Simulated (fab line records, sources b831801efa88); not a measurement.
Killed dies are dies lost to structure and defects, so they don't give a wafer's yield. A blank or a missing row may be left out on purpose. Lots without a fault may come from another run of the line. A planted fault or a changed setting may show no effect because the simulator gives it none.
Which tool did it? | flow sky130 | 9 lots, 27 wafers sampled, at 2 steps of a route of 708

WHAT THE GAUGES READ, wafer by wafer
SKY_VIA2_CD_MEAS_12: target cd 200 nm.
lot  | measured     | on        | cd_nm (nm)
L983 | day 35 17:31 | cd_sem-01 | 199.3 199.3 199.7
L984 | day 36 05:47 | cd_sem-01 | 199.6 200.4 199.9
L991 | day 38 11:23 | cd_sem-01 | 198.8 199.8 199.7
L992 | day 38 22:04 | cd_sem-02 | 200.2 201.7 199.6
L994 | day 39 11:14 | cd_sem-01 | 197.9 198.1 197.1
L996 | day 40 01:53 | cd_sem-02 | 199.7 199.4 198.6
L104 | day 42 23:41 | cd_sem-01 | 201.0 201.2 203.9
L103 | day 43 00:24 | cd_sem-02 | 201.2 202.2 200.8
L105 | day 43 01:06 | cd_sem-02 | 200.4 200.2 200.1

WHICH TOOL RAN EACH LOT (tool, then ch and the chambers of the sampled wafers, then the start)
lot  | SKY_METAL2_ETCH_18
L983 | rie_metal-04 ch 0,1, day 34 13:57
L984 | rie_metal-04 ch 0,1, day 35 02:51
L991 | rie_metal-04 ch 0,1, day 37 07:50
L992 | rie_metal-04 ch 0, day 37 19:35
L994 | rie_metal-01 ch 0, day 38 09:09
L996 | rie_metal-04 ch 0,1, day 38 23:23
L104 | rie_metal-04 ch 0,1, day 41 23:32
L103 | rie_metal-02 ch 0,1, day 41 23:53
L105 | rie_metal-01 ch 0,1, day 42 00:43
- SKY_METAL2_ETCH_18: etches BARC in N2/H2, stops on SiO2, time 45.9 s, target depth 60 nm.

THE ANSWER, worked out from the rows above alone
Rule: what is usual is taken from the lots themselves. Put in order of their means at a reading, lots are off if they are a third of the lots or fewer, leave a main group of 4 or more, and stand apart from it by a gap of 3 or more times the standard deviation of the main group's means; of several such gaps the widest counts. A main group whose means are all the same, to the digits that the tables above print for the reading, isn't used. A lot without any number at a reading at which 4 lots or more have one is off too. The other lots that the step has rows for count as sound.
No lot is off at any reading shown: from this, nothing can be told.

WHAT THE SIMULATOR HAD PUT IN
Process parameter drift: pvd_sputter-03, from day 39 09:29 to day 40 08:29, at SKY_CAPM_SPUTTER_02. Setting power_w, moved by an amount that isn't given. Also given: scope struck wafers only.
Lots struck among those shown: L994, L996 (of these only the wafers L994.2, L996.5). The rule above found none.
